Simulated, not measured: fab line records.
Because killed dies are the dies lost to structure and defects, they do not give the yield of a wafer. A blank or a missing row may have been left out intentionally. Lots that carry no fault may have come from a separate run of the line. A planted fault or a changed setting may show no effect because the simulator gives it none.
fab line records -- flow sky130
[record] lots = 6, wafers = 18, last-day = 49
route steps=708 shown LDD_P@264 LDD_HVN@267 LDD_HVP@278 LDD_LDN@289 SPACER@304 PAD_OPEN@708
lots that met no fault: from a run of the same line without faults
start-h: the number of hours between the record's first day and the start of the first shown wafer of the lot -- wait-h: hours from the lot's prior step to this one -- " repeats the value in the row above -- L1.1+2: several wafers, shown together as one row -- - no value present, or no start provided -- * or withheld: withheld -- < > ~ a bound
route shown NAME@n: a module of which the file shows steps, and the number in the route of the first -- usual: mean/standard deviation taken from wafers without a fault -- same: alike in all rows -- chamber/n: place in a boat -- sites: the reading at each site -- _std_site: standard deviation of those values -- _edge_site: inner sites' mean taken away from outer sites' mean -- radius-mm: for every site, how far away it sits from the centre of the wafer -- mask NAME#n: copy n -- behind: tool/chamber where the wafer was last shaped -- hold: reason for holding the lot/hours on hold/outcome of the hold -- device: the n, p or np transistor that did not switch -- end of line: tests of these same wafers at the route's end -- step lacking rows: just its recipe -- killed: count of dies lost to structure and defects at first sort (not the wafer's yield) -- map: the dies of a wafer, with x for killed, . for not killed, _ for no die there
set.NAME: the setting as run; set.NAME@STEP: as run at that earlier step -- model.NAME: the simulator's own value behind a step, which no gauge read
lots at some steps of the route; a table a step, a row a wafer
services: from which hour (start-h, from the record's first day; less than 0 if before it) a tool's chamber was out of use, for how many hours, and why
[[steps]]
[step SKY_LDD_P_IMPLANT_09]
[recipe] species = BF2, energy-kev = 25, dose-cm2 = 1e+13, tilt-deg = withheld
[step SKY_LDD_P_STRIP_10]
[recipe] chemistry = O2/N2, power-w = 1400, pressure-mtorr = 1500, platen-temp-c = withheld, o2-flow-sccm = 3000, n2-flow-sccm = 300, overash-fraction = 0.5
[usual] drypump-motor-current-A = 5.9/0.3, oes-product-au = 0.716/0.0044, strip-time-to-endpoint-s = 14.19/0.039
lot.wafer,tool,chamber,start-h,wait-h,drypump-motor-current-A,oes-product-au,rf-hours-counter-h,strip-time-to-endpoint-s
L125.3,plasma-asher-03,1,461.98,0.1,6.3,0.720,-,14.21
L125.5,plasma-asher-03,0,461.98,0.1,5.6,0.717,-,14.18
L125.6,plasma-asher-03,1,461.98,0.1,6.3,0.724,-,14.16
L126.1,plasma-asher-01,0,472.34,0.1,6.2,0.713,64,14.26
L126.3,plasma-asher-01,0,472.34,0.1,6.2,0.710,-,14.25
L126.6,plasma-asher-01,1,472.34,0.1,5.6,0.717,-,14.21
L131.2,plasma-asher-01,0,515.86,0.1,6.2,0.724,69,14.20
L131.3,plasma-asher-01,0,515.86,0.1,6.2,0.711,-,14.21
L131.4,plasma-asher-01,1,515.86,0.1,5.6,0.707,-,14.24
L133.2,plasma-asher-02,0,533.16,0.1,5.8,0.721,42,14.25
L133.5,plasma-asher-02,0,533.16,0.1,5.8,0.712,-,14.27
L133.6,plasma-asher-02,1,533.16,0.1,6.1,0.725,-,14.23
L141.2,plasma-asher-02,0,607.54,0.1,5.8,0.722,50,14.19
L141.4,plasma-asher-02,0,607.54,0.1,5.8,0.714,-,14.18
L141.5,plasma-asher-02,0,607.54,0.1,5.8,0.717,-,14.18
L142.1,plasma-asher-03,1,613.01,0.1,6.4,0.717,91,14.14
L142.2,plasma-asher-03,0,613.01,0.1,5.5,0.711,91,14.14
L142.5,plasma-asher-03,0,613.01,0.1,5.6,0.718,-,14.17
[step SKY_LDD_P_TW_MEAS_11]
[usual] LDD_P_TW = 637/4.2
lot.wafer,tool,chamber,start-h,wait-h,LDD_P_TW
L125.3,film-metro-04,-,462.07,0.1,637
L125.5,film-metro-04,-,462.07,0.1,640
L125.6,film-metro-04,-,462.07,0.1,639
L126.1,film-metro-04,-,472.44,0.1,640
L126.3,film-metro-04,-,472.44,0.1,640
L126.6,film-metro-04,-,472.44,0.1,635
L131.2,film-metro-04,-,515.97,0.1,638
L131.3,film-metro-04,-,515.97,0.1,642
L131.4,film-metro-04,-,515.97,0.1,635
L133.2,film-metro-03,-,533.27,0.1,632
L133.5,film-metro-03,-,533.27,0.1,633
L133.6,film-metro-03,-,533.27,0.1,632
L141.2,film-metro-03,-,607.65,0.1,631
L141.4,film-metro-03,-,607.65,0.1,634
L141.5,film-metro-03,-,607.65,0.1,631
L142.1,film-metro-04,-,613.11,0.1,641
L142.2,film-metro-04,-,613.11,0.1,647
L142.5,film-metro-04,-,613.11,0.1,643
[step SKY_LDD_HVN_DEHYDRATE_00]
[recipe] temp-c = 200, time-s = 60
[step SKY_LDD_HVN_HMDS_01]
[recipe] prime-time-s = 60, prime-temp-c = 120
[step SKY_LDD_HVN_COAT_02]
[recipe] resist = NOVOLAK, spin-rpm = 2936, resist-thk-nm = 300
[step SKY_LDD_HVN_SOFTBAKE_03]
[recipe] temp-c = 90, time-s = 60, resist = NOVOLAK
[step SKY_LDD_HVN_EXPOSE_04]
[recipe] mask-id = HVNTM, na = 0.6, source-shape = conventional, sigma-outer = 0.6, polarization = unpolarized, target-cd-nm = 700, dose-mj = 127
[step SKY_LDD_HVN_PEB_05]
[recipe] temp-c = withheld, time-s = *, resist = NOVOLAK
[step SKY_LDD_HVN_DEVELOP_06]
[recipe] resist = NOVOLAK, developer = TMAH, develop-time-s = 60, dev-temp-c = 23
[step SKY_LDD_HVN_OVL_MEAS_07]
[usual] LDD_HVN_OVL = 0.2/1.4
lot.wafer,tool,chamber,start-h,wait-h,LDD_HVN_OVL[nm]
L125.3,overlay-01,-,492.80,0.1,1.0
L125.5,overlay-01,-,492.80,0.1,0.2
L125.6,overlay-01,-,492.80,0.1,-0.5
L126.1,overlay-02,-,502.92,0.1,1.1
L126.3,overlay-02,-,502.92,0.1,-0.6
L126.6,overlay-02,-,502.92,0.1,0.5
L131.2,overlay-02,-,545.46,0.1,-0.1
L131.3,overlay-02,-,545.46,0.1,1.0
L131.4,overlay-02,-,545.46,0.1,0.9
L133.2,overlay-02,-,562.78,0.1,-0.7
L133.5,overlay-02,-,562.78,0.1,-2.0
L133.6,overlay-02,-,562.78,0.1,-4.2
L141.2,overlay-01,-,636.24,0.1,0.0
L141.4,overlay-01,-,636.24,0.1,0.4
L141.5,overlay-01,-,636.24,0.1,1.0
L142.1,overlay-02,-,641.32,0.1,1.2
L142.2,overlay-02,-,641.32,0.1,0.4
L142.5,overlay-02,-,641.32,0.1,0.4
[step SKY_LDD_HVN_IMPLANT_08]
[recipe] species = P, energy-kev = 60, dose-cm2 = 3e+13, tilt-deg = 40
[step SKY_LDD_HVN_STRIP_09]
[recipe] chemistry = O2/N2, power-w = 1400, pressure-mtorr = 1500, platen-temp-c = withheld, o2-flow-sccm = 3000, n2-flow-sccm = 300, overash-fraction = 0.5
[usual] drypump-motor-current-A = 5.8/0.45, oes-product-au = 0.411/0.0046, strip-time-to-endpoint-s = 4.186/0.016
lot.wafer,tool,chamber,start-h,wait-h,drypump-motor-current-A,oes-product-au,rf-hours-counter-h,strip-time-to-endpoint-s
L125.3,plasma-asher-04,0,493.01,0.1,5.8,0.413,-,4.194
L125.5,plasma-asher-04,1,493.01,0.1,4.9,0.410,-,4.217
L125.6,plasma-asher-04,0,493.01,0.1,5.8,0.413,-,4.185
L126.1,plasma-asher-04,1,503.11,0.1,4.9,0.408,7,4.202
L126.3,plasma-asher-04,1,503.11,0.1,4.9,0.411,-,4.187
L126.6,plasma-asher-04,1,503.11,0.1,4.9,0.410,-,4.205
L131.2,plasma-asher-03,0,545.64,0.1,5.6,0.409,84,4.180
L131.3,plasma-asher-03,1,545.64,0.1,6.4,0.407,-,4.162
L131.4,plasma-asher-03,0,545.64,0.1,5.5,0.411,-,4.183
L133.2,plasma-asher-03,0,562.96,0.1,5.5,0.418,86,4.201
L133.5,plasma-asher-03,0,562.96,0.1,5.5,0.402,-,4.192
L133.6,plasma-asher-03,1,562.96,0.1,6.4,0.414,-,4.200
L141.2,plasma-asher-03,0,636.42,0.1,5.6,0.409,94,4.175
L141.4,plasma-asher-03,0,636.42,0.1,5.5,0.407,-,4.163
L141.5,plasma-asher-03,1,636.42,0.1,6.3,0.418,-,4.195
L142.1,plasma-asher-03,1,641.51,0.1,6.4,0.418,94,4.186
L142.2,plasma-asher-03,0,641.51,0.1,5.6,0.422,94,4.192
L142.5,plasma-asher-03,1,641.51,0.1,6.4,0.418,-,4.176
[step SKY_LDD_HVN_TW_MEAS_10]
[usual] LDD_HVN_TW = 1437/15
lot.wafer,tool,chamber,start-h,wait-h,LDD_HVN_TW
L125.3,film-metro-04,-,493.09,0.1,1454
L125.5,film-metro-04,-,493.09,0.1,1457
L125.6,film-metro-04,-,493.09,0.1,1453
L126.1,film-metro-04,-,503.21,0.1,1458
L126.3,film-metro-04,-,503.21,0.1,1452
L126.6,film-metro-04,-,503.21,0.1,1452
L131.2,film-metro-01,-,545.75,0.1,1422
L131.3,film-metro-01,-,545.75,0.1,1426
L131.4,film-metro-01,-,545.75,0.1,1418
L133.2,film-metro-02,-,563.07,0.1,1436
L133.5,film-metro-02,-,563.07,0.1,1431
L133.6,film-metro-02,-,563.07,0.1,1441
L141.2,film-metro-04,-,636.53,0.1,1449
L141.4,film-metro-04,-,636.53,0.1,1444
L141.5,film-metro-04,-,636.53,0.1,1452
L142.1,film-metro-02,-,641.61,0.1,1437
L142.2,film-metro-02,-,641.61,0.1,1438
L142.5,film-metro-02,-,641.61,0.1,1440
[step SKY_LDD_HVP_DEHYDRATE_00]
[recipe] temp-c = 200, time-s = 60
[step SKY_LDD_HVP_HMDS_01]
[recipe] prime-time-s = 60, prime-temp-c = 120
[step SKY_LDD_HVP_COAT_02]
[recipe] resist = NOVOLAK, spin-rpm = 3000, resist-thk-nm = 300
[step SKY_LDD_HVP_SOFTBAKE_03]
[recipe] temp-c = 90, time-s = 60, resist = NOVOLAK
[step SKY_LDD_HVP_EXPOSE_04]
[recipe] mask-id = HVPTM, na = 0.6, source-shape = conventional, sigma-outer = 0.6, polarization = unpolarized, target-cd-nm = 700, dose-mj = 86
[step SKY_LDD_HVP_PEB_05]
[recipe] temp-c = withheld, time-s = *, resist = NOVOLAK
[step SKY_LDD_HVP_DEVELOP_06]
[recipe] resist = NOVOLAK, developer = TMAH, develop-time-s = 60, dev-temp-c = 23
[step SKY_LDD_HVP_OVL_MEAS_07]
[usual] LDD_HVP_OVL = 0.0/1.3
lot.wafer,tool,chamber,start-h,wait-h,LDD_HVP_OVL[nm]
L125.3,overlay-01,-,524.40,0.1,-1.1
L125.5,overlay-01,-,524.40,0.1,-1.0
L125.6,overlay-01,-,524.40,0.1,0.6
L126.1,overlay-01,-,533.69,0.1,0.1
L126.3,overlay-01,-,533.69,0.1,1.9
L126.6,overlay-01,-,533.69,0.1,2.7
L131.2,overlay-01,-,573.73,0.1,0.4
L131.3,overlay-01,-,573.73,0.1,0.4
L131.4,overlay-01,-,573.73,0.1,1.8
L133.2,overlay-01,-,591.80,0.1,0.4
L133.5,overlay-01,-,591.80,0.1,-1.3
L133.6,overlay-01,-,591.80,0.1,-0.8
L141.2,overlay-02,-,664.84,0.1,-1.2
L141.4,overlay-02,-,664.84,0.1,1.0
L141.5,overlay-02,-,664.84,0.1,-1.0
L142.1,overlay-01,-,669.49,0.1,0.3
L142.2,overlay-01,-,669.49,0.1,-2.4
L142.5,overlay-01,-,669.49,0.1,-1.2
[step SKY_LDD_HVP_IMPLANT_08]
[recipe] species = B, energy-kev = 20.27, dose-cm2 = 1.7e+13, tilt-deg = 17.9
[step SKY_LDD_HVP_STRIP_09]
[recipe] chemistry = O2/N2, power-w = 1400, pressure-mtorr = 1500, platen-temp-c = withheld, o2-flow-sccm = 3000, n2-flow-sccm = 300, overash-fraction = 0.5
[usual] drypump-motor-current-A = 5.7/0.46, oes-product-au = 0.409/0.004, strip-time-to-endpoint-s = 4.132/0.016
lot.wafer,tool,chamber,start-h,wait-h,drypump-motor-current-A,oes-product-au,rf-hours-counter-h,strip-time-to-endpoint-s
L125.3,plasma-asher-03,1,524.61,0.1,6.3,0.405,-,4.152
L125.5,plasma-asher-03,1,524.61,0.1,6.3,0.417,-,4.160
L125.6,plasma-asher-03,0,524.61,0.1,5.6,0.408,-,4.156
L126.1,plasma-asher-04,1,533.88,0.1,4.9,0.410,10,4.133
L126.3,plasma-asher-04,1,533.88,0.1,4.9,0.407,-,4.132
L126.6,plasma-asher-04,1,533.88,0.1,4.9,0.409,-,4.129
L131.2,plasma-asher-04,1,573.91,0.1,4.9,0.415,15,4.132
L131.3,plasma-asher-04,1,573.91,0.1,4.9,0.405,-,4.145
L131.4,plasma-asher-04,0,573.91,0.1,5.8,0.412,-,4.125
L133.2,plasma-asher-03,1,591.98,0.1,6.3,0.410,89,4.134
L133.5,plasma-asher-03,1,591.98,0.1,6.3,0.408,-,4.137
L133.6,plasma-asher-03,0,591.98,0.1,5.6,0.412,-,4.123
L141.2,plasma-asher-02,1,665.02,0.1,6.0,0.406,56,4.139
L141.4,plasma-asher-02,0,665.02,0.1,5.8,0.408,-,4.125
L141.5,plasma-asher-02,1,665.02,0.1,6.0,0.415,-,4.131
L142.1,plasma-asher-04,1,669.68,0.1,4.9,0.405,25,4.114
L142.2,plasma-asher-04,0,669.68,0.1,5.8,0.408,25,4.108
L142.5,plasma-asher-04,0,669.68,0.1,5.8,0.409,-,4.108
[step SKY_LDD_HVP_TW_MEAS_10]
[usual] LDD_HVP_TW = 456/4.7
lot.wafer,tool,chamber,start-h,wait-h,LDD_HVP_TW
L125.3,film-metro-04,-,524.69,0.1,459
L125.5,film-metro-04,-,524.69,0.1,459
L125.6,film-metro-04,-,524.69,0.1,458
L126.1,film-metro-04,-,533.98,0.1,464
L126.3,film-metro-04,-,533.98,0.1,462
L126.6,film-metro-04,-,533.98,0.1,461
L131.2,film-metro-01,-,574.02,0.1,449
L131.3,film-metro-01,-,574.02,0.1,449
L131.4,film-metro-01,-,574.02,0.1,451
L133.2,film-metro-04,-,592.09,0.1,465
L133.5,film-metro-04,-,592.09,0.1,464
L133.6,film-metro-04,-,592.09,0.1,462
L141.2,film-metro-04,-,665.13,0.1,463
L141.4,film-metro-04,-,665.13,0.1,462
L141.5,film-metro-04,-,665.13,0.1,462
L142.1,film-metro-01,-,669.78,0.1,452
L142.2,film-metro-01,-,669.78,0.1,455
L142.5,film-metro-01,-,669.78,0.1,454
[step SKY_LDD_LDN_DEHYDRATE_00]
[recipe] temp-c = 200, time-s = 60
[step SKY_LDD_LDN_HMDS_01]
[recipe] prime-time-s = 60, prime-temp-c = 120
[step SKY_LDD_LDN_COAT_02]
[recipe] resist = NOVOLAK, spin-rpm = 3000, resist-thk-nm = 1140
[step SKY_LDD_LDN_SOFTBAKE_03]
[recipe] temp-c = 90, time-s = 60, resist = NOVOLAK
[step SKY_LDD_LDN_EXPOSE_04]
[recipe] mask-id = LDNTM, na = 0.6, source-shape = conventional, sigma-outer = 0.6, polarization = unpolarized, target-cd-nm = 700, dose-mj = 140
[step SKY_LDD_LDN_PEB_05]
[recipe] temp-c = withheld, time-s = *, resist = NOVOLAK
[step SKY_LDD_LDN_DEVELOP_06]
[recipe] resist = NOVOLAK, developer = TMAH, develop-time-s = 60, dev-temp-c = 23
[step SKY_LDD_LDN_OVL_MEAS_07]
[usual] LDD_LDN_OVL = -0.5/1.3
lot.wafer,tool,chamber,start-h,wait-h,LDD_LDN_OVL[nm]
L125.3,overlay-01,-,554.60,0.1,-0.3
L125.5,overlay-01,-,554.60,0.1,-2.1
L125.6,overlay-01,-,554.60,0.1,-1.3
L126.1,overlay-01,-,563.29,0.1,-0.8
L126.3,overlay-01,-,563.29,0.1,-0.1
L126.6,overlay-01,-,563.29,0.1,-1.2
L131.2,overlay-01,-,604.21,0.1,0.4
L131.3,overlay-01,-,604.21,0.1,-0.2
L131.4,overlay-01,-,604.21,0.1,-0.6
L133.2,overlay-02,-,620.65,0.1,-0.5
L133.5,overlay-02,-,620.65,0.1,0.1
L133.6,overlay-02,-,620.65,0.1,0.4
L141.2,overlay-01,-,692.65,0.1,0.1
L141.4,overlay-01,-,692.65,0.1,-0.5
L141.5,overlay-01,-,692.65,0.1,0.7
L142.1,overlay-02,-,696.27,0.1,-0.5
L142.2,overlay-02,-,696.27,0.1,-0.8
L142.5,overlay-02,-,696.27,0.1,-2.2
[step SKY_LDD_LDN_IMPLANT_08]
[recipe] species = As, energy-kev = 15, dose-cm2 = 1.25e+13, tilt-deg = withheld, rotation-deg = 23
[step SKY_LDD_LDN_IMPLANT_09]
[recipe] species = As, energy-kev = 15, dose-cm2 = 1.25e+13, tilt-deg = withheld, rotation-deg = 113
[step SKY_LDD_LDN_IMPLANT_10]
[recipe] species = As, energy-kev = 15, dose-cm2 = 1.25e+13, tilt-deg = withheld, rotation-deg = 203
[step SKY_LDD_LDN_IMPLANT_11]
[recipe] species = As, energy-kev = 15, dose-cm2 = 1.25e+13, tilt-deg = withheld, rotation-deg = 293
[step SKY_LDD_LDN_STRIP_12]
[recipe] chemistry = O2/N2, power-w = 1400, pressure-mtorr = 1500, platen-temp-c = withheld, o2-flow-sccm = 3000, n2-flow-sccm = 300, overash-fraction = 0.5
[usual] drypump-motor-current-A = 5.8/0.39, oes-product-au = 0.716/0.0044, strip-time-to-endpoint-s = 14.20/0.039
lot.wafer,tool,chamber,start-h,wait-h,drypump-motor-current-A,oes-product-au,rf-hours-counter-h,strip-time-to-endpoint-s
L125.3,plasma-asher-01,0,555.26,0.1,6.2,0.717,-,14.21
L125.5,plasma-asher-01,0,555.26,0.1,6.2,0.716,-,14.24
L125.6,plasma-asher-01,1,555.26,0.1,5.5,0.714,-,14.18
L126.1,plasma-asher-02,1,563.93,0.1,6.1,0.714,45,14.22
L126.3,plasma-asher-02,0,563.93,0.1,5.7,0.709,-,14.22
L126.6,plasma-asher-02,1,563.93,0.1,6.1,0.717,-,14.19
L131.2,plasma-asher-02,0,604.85,0.1,5.8,0.721,49,14.15
L131.3,plasma-asher-02,1,604.85,0.1,6.0,0.719,-,14.24
L131.4,plasma-asher-02,0,604.85,0.1,5.8,0.716,-,14.18
L133.2,plasma-asher-04,0,621.28,0.1,5.8,0.715,20,14.25
L133.5,plasma-asher-04,0,621.28,0.1,5.8,0.716,-,14.20
L133.6,plasma-asher-04,1,621.28,0.1,4.9,0.718,-,14.19
L141.2,plasma-asher-01,0,693.28,0.1,6.2,0.715,84,14.13
L141.4,plasma-asher-01,0,693.28,0.1,6.2,0.710,-,14.17
L141.5,plasma-asher-01,0,693.28,0.1,6.2,0.715,-,14.15
L142.1,plasma-asher-02,0,696.91,0.1,5.8,0.718,59,14.16
L142.2,plasma-asher-02,1,696.91,0.1,6.0,0.709,59,14.13
L142.5,plasma-asher-02,0,696.91,0.1,5.8,0.720,-,14.13
[step SKY_LDD_LDN_TW_MEAS_13]
[usual] LDD_LDN_TW = 1473/11
lot.wafer,tool,chamber,start-h,wait-h,LDD_LDN_TW
L125.3,film-metro-03,-,555.35,0.1,1484
L125.5,film-metro-03,-,555.35,0.1,1478
L125.6,film-metro-03,-,555.35,0.1,1486
L126.1,film-metro-01,-,564.03,0.1,1465
L126.3,film-metro-01,-,564.03,0.1,1461
L126.6,film-metro-01,-,564.03,0.1,1457
L131.2,film-metro-03,-,604.96,0.1,1476
L131.3,film-metro-03,-,604.96,0.1,1471
L131.4,film-metro-03,-,604.96,0.1,1476
L133.2,film-metro-02,-,621.39,0.1,1497
L133.5,film-metro-02,-,621.39,0.1,1493
L133.6,film-metro-02,-,621.39,0.1,1496
L141.2,film-metro-03,-,693.39,0.1,1466
L141.4,film-metro-03,-,693.39,0.1,1474
L141.5,film-metro-03,-,693.39,0.1,1466
L142.1,film-metro-01,-,697.01,0.1,1462
L142.2,film-metro-01,-,697.01,0.1,1458
L142.5,film-metro-01,-,697.01,0.1,1454
[step SKY_LDD_LDN_CLEAN_14]
[recipe] chemistry = SC1/SC2, mix = 1:4:20, temp-c = 70, time-s = 150, dry = n2-spin
[step SKY_SPACER_CVD_00]
[recipe] material = Si3N4, precursor = DCS/NH3, target-thk-nm = 43.1, temp-c = 770, time-s = 740, pressure-mtorr = 250
[step SKY_SPACER_THK_MEAS_01]
[recipe] reads = Si3N4_of_SPACER_CVD_00
[usual] SPACER_CVD_00_THK = 43.2/0.39
lot.wafer,tool,chamber,start-h,wait-h,SPACER_CVD_00_THK[nm]
L126.1,film-metro-03,-,567.27,0.0,42.7
L126.3,film-metro-03,-,567.27,0.0,42.4
L126.6,film-metro-03,-,567.27,0.0,42.7
L125.3,film-metro-04,-,567.29,0.0,43.8
L125.5,film-metro-04,-,567.29,0.0,43.6
L125.6,film-metro-04,-,567.29,0.0,43.5
L131.2,film-metro-04,-,607.01,0.0,42.6
L131.3,film-metro-04,-,607.01,0.0,43.4
L131.4,film-metro-04,-,607.01,0.0,43.2
L133.2,film-metro-04,-,623.30,0.0,43.2
L133.5,film-metro-04,-,623.30,0.0,43.5
L133.6,film-metro-04,-,623.30,0.0,43.2
L141.2,film-metro-04,-,695.42,0.0,43.3
L141.4,film-metro-04,-,695.42,0.0,43.3
L141.5,film-metro-04,-,695.42,0.0,43.3
L142.1,film-metro-04,-,698.32,0.0,43.3
L142.2,film-metro-04,-,698.32,0.0,43.2
L142.5,film-metro-04,-,698.32,0.0,43.2
[step SKY_PAD_OPEN_PROBE_99]
[usual] killed_at_M0_to_M3 = 45/7.9, killed_at_M4_up = 2.9/1.8, killed-at-contacts = 25/5.5, killed-at-front-end = 16/4.4, killed-at-other = 0.3/0.58, killed-dies = 89/9.4, killed-open = 49/6.8, killed-short = 40/6.3
[same] gross-dies = 492, killed-at-back-side = 0
lot.wafer,tool,chamber,start-h,wait-h,killed_at_M0_to_M3,killed_at_M4_up,killed-at-contacts,killed-at-front-end,killed-at-other,killed-dies,killed-open,killed-short
L141.5,prober-01,-,1184.61,0.2,45,2,21,56,0,124,39,41
L142.1,prober-01,-,1186.24,0.1,41,0,19,66,0,126,44,35
L142.5,prober-01,-,1186.44,0.2,53,3,19,57,1,133,47,46
// killed by level:class
L141.5 LDD_HVN:unspecified=43 VIA1:geometric-particle:open=9 CONTACT:geometric-particle:open=8 METAL2:geometric-particle:short=7 VIA2:geometric-particle:open=7 VIA3:geometric-particle:open=7 FIELD_ISO:geometric-particle:short=5 CONTACT:geometric-particle:short=5
L142.1 LDD_HVN:unspecified=46 VIA2:geometric-particle:open=10 VIA1:geometric-particle:open=8 FIELD_ISO:geometric-particle:open=7 CONTACT:geometric-particle:open=7 POLY_GATE:geometric-particle:short=6 METAL1:geometric-particle:short=5 VIA2:geometric-particle:short=5
L142.5 LDD_HVN:unspecified=40 VIA2:geometric-particle:open=12 VIA1:geometric-particle:open=8 CONTACT:geometric-particle:open=6 METAL2:geometric-particle:short=5 POLY_GATE:geometric-particle:short=5 METAL1:geometric-particle:short=5 METAL1:geometric-particle:open=5
// map L141.5 (x killed, . not)
__________.....x..xx_________
________.............._______
______x..xxx......x....._____
_____..xxxx..x.....x.....____
____...xxxxxxx.xxx........___
___...xxxxxxxxxx.......x.x.__
__....xxxxxxxx..xx..x...x..x_
_...x.xxxxxxx.xx.xxx.........
_.....xxxxx..x.x.............
_.x.....x.x...x..xx........x.
_.....x..x.x.........x.x.....
_.......x...x.x......x.......
_...............x..x.......x.
_x.....x.........x.xxx......x
_..x.......x.........x....x..
__......x.......x..x.....xx._
___..xx........x...x.....x.__
____..x..x................___
_____..xx....x..x........____
______............x...xx_____
________x......x....x._______
__________.....xx.x._________
// map L142.5 (x killed, . not)
__________....x.x..._________
________.xxx..x......._______
______x....xx......x.x.._____
_____.x.xxx.x....xx......____
____..xxxxxxxx......x.....___
___x..xxxxxxxx.x.x.....x.x.__
__.x...xxxxxx......x.x......_
_..x....xxxxxxx..........x..x
_.....xx.xxxxx.x....x.x..x.x.
_....x...xx.x................
_..xx.x.............x..xx....
_....x...xx.x.x..............
_xx......x.x.x...............
_.....x.x.........x......x..x
_.xx..x.x...x..........x....x
__...x......x..xx..x........_
___.......x.......xxx.....x__
____.....x......xxx.xx....___
_____..x.......xxx..x....____
______.....x...x....x..._____
________xx.......x...._______
__________.x..x..x.._________
[[services]]
tool,chamber,start-h,hours,kind
plasma-asher-03,-,492.14,4.3,pm
plasma-asher-03,-,497.83,2.8,pm
plasma-asher-01,-,603.20,24.1,repair
plasma-asher-03,-,606.38,2.1,repair
plasma-asher-04,-,608.98,0.3,repair
plasma-asher-04,-,662.79,4.9,repair
plasma-asher-02,-,682.94,0.7,repair
plasma-asher-02,-,689.13,0.6,repair
[[key]]
[first-sign] step = SKY_PAD_OPEN_PROBE_99, reading = killed-at-front-end, direction = up, sigmas = 10, usual = 16, struck = 60
[effect] step = SKY_PAD_OPEN_PROBE_99, reading = killed-dies, direction = up, sigmas = 4.1, usual = 89, struck = 128
met-at SKY_LDD_HVN_STRIP_09
struck-wafers L141.5,L142.1,L142.5
tester-left-out L141,L142
onset-between 562.96 636.42
[fault] kind = chamber-particle-source, tool = plasma-asher-03, chamber = 1, onset-h = 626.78, steps = SKY_LDD_HVN_STRIP_09, rate-per-visit-cm2 = 0.61708, end-h = 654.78
// tester-left-out: of these lots the tester's yield and bins aren't shown, on N5 and GAA mostly nor the transistor test; their killed dies are dies lost to structure and defects alone, not to doping, threshold or leakage, so they don't give the yield
